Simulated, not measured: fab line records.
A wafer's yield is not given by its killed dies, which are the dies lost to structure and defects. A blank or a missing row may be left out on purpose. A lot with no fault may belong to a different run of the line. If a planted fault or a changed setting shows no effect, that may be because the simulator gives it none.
Chamber matching :: flow sky130 :: hdpcvd-01 running SKY_VIA2_HDPCVD_00: 3 sister chambers
The step deposits SiO2, target thk 1180 nm, time 196.7 s. 3 wafers are shown with their chamber, then 8 later ones without.

WAFERS PAIRED WITH THEIR CHAMBERS
wafer: L863.1
chamber: 1
sih4FlowSccm (sccm): 60.27

wafer: L864.5
chamber: 0
sih4FlowSccm (sccm): 59.77

wafer: L865.1
chamber: 2
sih4FlowSccm (sccm): 59.89

WAFERS WHOSE CHAMBER IS MISSING
wafer: L865.4
sih4FlowSccm (sccm): 59.88

wafer: L865.5
sih4FlowSccm (sccm): 59.78

wafer: L868.1
sih4FlowSccm (sccm): 59.94

wafer: L868.2
sih4FlowSccm (sccm): 59.49

wafer: L868.4
sih4FlowSccm (sccm): 59.62

wafer: L870.1
sih4FlowSccm (sccm): 59.64

wafer: L870.2
sih4FlowSccm (sccm): 60.12

wafer: L870.3
sih4FlowSccm (sccm): 59.82

EACH ONE'S CHAMBER
wafer: L865.4
from the rows above: can't be placed: 2 or 0
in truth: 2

wafer: L865.5
from the rows above: can't be placed: 0 or 2
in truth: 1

wafer: L868.1
from the rows above: can't be placed: 2 or 0
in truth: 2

wafer: L868.2
from the rows above: can't be placed: 0 or 2
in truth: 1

wafer: L868.4
from the rows above: can't be placed: 0 or 2
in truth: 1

wafer: L870.1
from the rows above: can't be placed: 0 or 2
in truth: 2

wafer: L870.2
from the rows above: can't be placed: 1 or 2 or 0
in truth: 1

wafer: L870.3
from the rows above: can't be placed: 0 or 2
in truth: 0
Correctly placed: 0 of 8. From these rows, 8 cannot be placed; in 5 the true chamber is one of the candidates. 0 placed wrongly.
How it was worked out, from the rows above alone: a wafer's distance from a chamber is the root of the sum, over the readings, of the square of ((its reading less the chamber's mean) divided by the reading's scatter). If the next closest chamber is less than 2 further off than the closest, the wafer can't be placed; otherwise it belongs to the closest. Each chamber's mean is taken over the wafers shown for it. The scatter (one wafer shown for each chamber): square how far every hidden wafer sits from the nearest shown wafer, average those squares and take the square root.
